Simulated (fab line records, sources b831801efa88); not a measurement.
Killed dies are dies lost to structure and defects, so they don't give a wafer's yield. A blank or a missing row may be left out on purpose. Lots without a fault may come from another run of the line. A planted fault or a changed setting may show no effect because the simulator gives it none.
Which tool did it? | flow sky130 | 12 lots, 36 wafers sampled, at 5 steps of a route of 708

WHAT THE GAUGES READ, wafer by wafer
SKY_POLY_CUT_OVL_MEAS_09. Usual: POLY_CUT_OVL 4 nm, standard deviation 4.8.
lot  | measured     | on         | POLY_CUT_OVL (nm) | flag
L942 | day 25 15:16 | overlay-02 | 4 -2 -1           |
L941 | day 25 17:16 | overlay-02 | 5 9 10            |
L943 | day 25 17:19 | overlay-01 | 0 -1 -5           |
L945 | day 26 09:04 | overlay-01 | 2 5 6             |
L946 | day 26 20:37 | overlay-01 | 2 7 6             |
L949 | day 27 06:07 | overlay-02 | 7 -1 -1           |
L953 | day 28 18:58 | overlay-01 | -6 2 -9           |
L955 | day 29 10:31 | overlay-01 | 9 3 5             |
L956 | day 29 12:25 | overlay-02 | 9 8 5             |
L959 | day 30 14:55 | overlay-02 | 12 10 8           |
L964 | day 31 23:16 | overlay-02 | 6 4 7             |
L963 | day 32 01:28 | overlay-01 | 0 3 -1            |

SKY_SD_P_TW_MEAS_11. Usual: SD_P_TW 2846, standard deviation 32.
lot  | measured     | on            | SD_P_TW        | flag
L942 | day 26 21:13 | film_metro-03 | 2871 2864 2857 |
L941 | day 26 23:48 | film_metro-04 | 2873 2848 2859 |
L943 | day 26 23:55 | film_metro-03 | 2841 2853 2866 |
L945 | day 27 15:00 | film_metro-01 | 2767 2775 2763 |
L946 | day 28 02:25 | film_metro-04 | 2872 2865 2851 |
L949 | day 28 11:48 | film_metro-04 | 2867 2858 2851 |
L953 | day 29 22:32 | film_metro-01 | 2784 2764 2769 |
L955 | day 30 14:52 | film_metro-04 | 2870 2873 2877 |
L956 | day 30 16:40 | film_metro-03 | 2854 2863 2853 |
L959 | day 31 19:13 | film_metro-03 | 2853 2864 2847 |
L964 | day 33 03:26 | film_metro-01 | 2801 2784 2788 |
L963 | day 33 05:55 | film_metro-01 | 2799 2780 2789 |

SKY_SD_N_RS_MEAS_18: measures by four-point-probe. Usual: RES_XHIGH_RS 333.9 ohm/sq, standard deviation 1.2.
lot  | measured     | on            | RES_XHIGH_RS (ohm/sq)               | flag
L942 | day 29 08:29 | film_metro-04 | 334.9 335.0 335.0                   |
L941 | day 29 10:25 | film_metro-03 | 335.2 336.2 334.3                   |
L943 | day 29 10:51 | film_metro-04 | 332.9 332.9 332.9                   |
L945 | day 29 23:34 | film_metro-01 | 333.5 334.3 334.8                   |
L946 | day 30 12:25 | film_metro-03 | 333.0 334.9 333.8                   |
L949 | day 30 21:40 | film_metro-03 | 332.8 332.9 333.5                   |
L953 | day 32 06:48 | film_metro-04 | 332.4 332.2 333.0                   |
L955 | day 32 22:15 | film_metro-01 | 327.6 327.1 329.2 328.4 328.1 329.6 | OFF
L956 | day 33 00:17 | film_metro-03 | 327.4 327.8 326.2 328.0 327.9 326.4 | OFF
L959 | day 34 01:58 | film_metro-03 | 336.0 333.5 334.6                   |
L964 | day 35 09:34 | film_metro-04 | 332.8 333.5 332.9                   |
L963 | day 35 12:49 | film_metro-04 | 332.0 332.9 333.6                   |

WHICH TOOL RAN EACH LOT (tool, then ch and the chambers of the sampled wafers, then the start)
lot  | SKY_LDD_HVN_STRIP_09                 | SKY_RES_XHIGH_IMPLANT_07
L942 | plasma_asher-01 ch 0,1, day 21 16:41 | implanter-01 ch 0, day 28 02:55
L941 | plasma_asher-04 ch 0,1, day 21 18:59 | implanter-01 ch 0, day 28 04:42
L943 | plasma_asher-02 ch 0,1, day 21 19:21 | implanter-03 ch 0, day 28 05:07
L945 | plasma_asher-04 ch 0,1, day 22 13:35 | implanter-03 ch 0, day 28 18:58
L946 | plasma_asher-01 ch 0, day 23 01:21   | implanter-02 ch 0, day 29 06:46
L949 | plasma_asher-01 ch 0,1, day 23 09:41 | implanter-02 ch 0, day 29 16:10
L953 | plasma_asher-02 ch 0,1, day 25 01:55 | implanter-01 ch 0, day 31 02:17
L955 | plasma_asher-04 ch 0,1, day 25 13:57 | implanter-01 ch 0, day 31 17:55
L956 | plasma_asher-02 ch 0,1, day 25 18:35 | implanter-01 ch 0, day 31 19:47
L959 | plasma_asher-04 ch 0,1, day 26 22:56 | implanter-02 ch 0, day 32 21:42
L964 | plasma_asher-02 ch 0,1, day 28 08:10 | implanter-03 ch 0, day 34 05:35
L963 | plasma_asher-02 ch 0, day 28 10:38   | implanter-03 ch 0, day 34 08:41
- SKY_LDD_HVN_STRIP_09: strips in O2/N2.
- SKY_RES_XHIGH_IMPLANT_07

WHAT THE TOOLS THEMSELVES READ (means of the sampled wafers that have a number; where no wafer has one, the mark that the record gives instead)
SKY_LDD_HVN_STRIP_09. Usual: drypump_motor_current_A 5.7 A, standard deviation 0.42; n2_flow_sccm 300.0 sccm, standard deviation 0.9; oes_product_au 0.408 a.u., standard deviation 0.0043; strip_time_to_endpoint_s 4.133 s, standard deviation 0.014.
lot  | tool            | drypump_motor_current_A (A) | n2_flow_sccm (sccm) | oes_product_au (a.u.) | strip_time_to_endpoint_s (s) | flag
L942 | plasma_asher-01 | 5.5                         | 300.0               | 0.411                 | 4.132                        |
L941 | plasma_asher-04 | 6.1                         | 299.5               | 0.407                 | 4.143                        |
L943 | plasma_asher-02 | 5.3                         | 298.9               | 0.406                 | 4.139                        |
L945 | plasma_asher-04 | 6.1                         | 300.4               | 0.404                 | 4.124                        |
L946 | plasma_asher-01 | 5.2                         | 299.0               | 0.408                 | 4.129                        |
L949 | plasma_asher-01 | 5.4                         | 300.0               | 0.408                 | 4.130                        |
L953 | plasma_asher-02 | 5.5                         | 300.4               | 0.408                 | 4.128                        |
L955 | plasma_asher-04 | 6.2                         | 300.5               | 0.409                 | 4.131                        |
L956 | plasma_asher-02 | 5.3                         | 300.0               | 0.409                 | 4.122                        |
L959 | plasma_asher-04 | 6.2                         | 299.8               | 0.405                 | 4.121                        |
L964 | plasma_asher-02 | 5.3                         | 300.4               | 0.410                 | 4.139                        |
L963 | plasma_asher-02 | 5.7                         | 299.7               | 0.410                 | 4.155                        |

SKY_RES_XHIGH_IMPLANT_07. Usual: dose_ions_cm2 3.601e+14, standard deviation 4.5e+11.
lot  | tool         | dose_ions_cm2 | flag
L942 | implanter-01 | 3.601e+14     |
L941 | implanter-01 | 3.597e+14     |
L943 | implanter-03 | 3.599e+14     |
L945 | implanter-03 | 3.607e+14     |
L946 | implanter-02 | 3.604e+14     |
L949 | implanter-02 | 3.594e+14     |
L953 | implanter-01 | 3.600e+14     |
L955 | implanter-01 | 3.677e+14     | OFF
L956 | implanter-01 | 3.675e+14     | OFF
L959 | implanter-02 | 3.604e+14     |
L964 | implanter-03 | 3.598e+14     |
L963 | implanter-03 | 3.598e+14     |

THE ANSWER, worked out from the rows above alone
Rule: a lot is off if the mean of its wafers that have a number lies more than 3 standard deviations from the usual mean. A lot without any number at a reading at which 4 lots or more have one is off too. The other lots that the step has rows for count as sound. The gauges are gone through in route order, then the tools' own readings, and for those a lot's mean is taken as printed above. The first step at which some lot is off is used, and at that step the reading that is off furthest; a lot without a number counts as furthest.
Off: L955, L956, at SKY_SD_N_RS_MEAS_18 (RES_XHIGH_RS).
A tool fits if, at a process step before that reading, it ran every lot that is off, and no sound lot after the first of them. The gauges at SKY_SD_N_RS_MEAS_18 aren't tried: what is off there is off at SKY_RES_XHIGH_IMPLANT_07 too, on other tools, and a gauge's error can't cause that. One fits: implanter-01 at SKY_RES_XHIGH_IMPLANT_07. Its last sound lot is L953 (day 31 02:17), its first lot that is off L955 (day 31 17:55): a fault that began between those two fits.
The tool's own readings at SKY_RES_XHIGH_IMPLANT_07 bear it out: on the lots that are off they differ by more than 5 times the standard deviation of the sound lots' means. dose_ions_cm2 reads 3.676e+14 there against 3.600e+14 on the sound lots.

WHAT THE SIMULATOR HAD PUT IN
Process parameter drift: implanter-01, from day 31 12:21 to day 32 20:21, at SKY_RES_XHIGH_IMPLANT_07. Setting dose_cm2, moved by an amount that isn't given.
Lots struck among those shown: L955, L956. The rule above found the same.
